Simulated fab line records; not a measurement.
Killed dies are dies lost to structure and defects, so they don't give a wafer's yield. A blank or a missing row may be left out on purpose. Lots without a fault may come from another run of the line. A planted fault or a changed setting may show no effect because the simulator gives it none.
What tool caused it? ; flow gf180mcu ; 18 wafers from 6 lots sampled at 3 of the route's 602 steps

## WHAT THE GAUGES READ, wafer by wafer
GF_PSD_RS_MEAS_14: measures by four-point-probe.
lot;measured;on;NSD_RS (ohm/sq)
L262;day 14 10:22;filmMetro-04;46.18 46.05 46.23
L266;day 16 16:08;filmMetro-02;46.32 46.17 46.25
L268;day 17 03:02;filmMetro-01;46.22 46.12 46.15
L272;day 18 09:08;filmMetro-02;46.14 46.19 46.14
L276;day 19 14:43;filmMetro-01;46.30 46.17 46.12
L281;day 21 05:29;filmMetro-02;46.08 46.16 46.15

## WHICH TOOL RAN EACH LOT (tool, then ch and the chambers of the sampled wafers, then the start)
lot;GF_NSD_IMPLANT_09;GF_NSD_STRIP_11
L262;implanter-01 ch 0, day 13 13:09;plasmaAsher-04 ch 0,1, day 13 13:27
L266;implanter-04 ch 0, day 15 17:27;plasmaAsher-04 ch 1, day 15 17:44
L268;implanter-01 ch 0, day 16 02:26;plasmaAsher-04 ch 0,1, day 16 02:44
L272;implanter-02 ch 0, day 17 08:51;plasmaAsher-01 ch 0,1, day 17 09:08
L276;implanter-04 ch 0, day 18 14:06;plasmaAsher-01 ch 0,1, day 18 14:24
L281;implanter-01 ch 0, day 20 04:24;plasmaAsher-01 ch 0,1, day 20 04:42
- GF_NSD_IMPLANT_09
- GF_NSD_STRIP_11: strips in O2/N2.

## THE ANSWER, worked out from the rows above alone
Rule: the lots themselves supply what counts as usual. The widest of any qualifying gaps counts: lots, ordered by their means at a reading, are off when they make up no more than a third of the lots, leave a main group of 4 or more, and stand apart from it by 3 or more times the standard deviation of that group's means. The tables above print the reading to a certain number of digits; a main group whose means all agree to those digits is not used. A lot without any number at a reading at which 4 lots or more have one is off too. Any other lot the step has rows for is counted as sound.
None of the lots is off at any reading shown; this tells nothing.

## WHAT THE SIMULATOR HAD PUT IN
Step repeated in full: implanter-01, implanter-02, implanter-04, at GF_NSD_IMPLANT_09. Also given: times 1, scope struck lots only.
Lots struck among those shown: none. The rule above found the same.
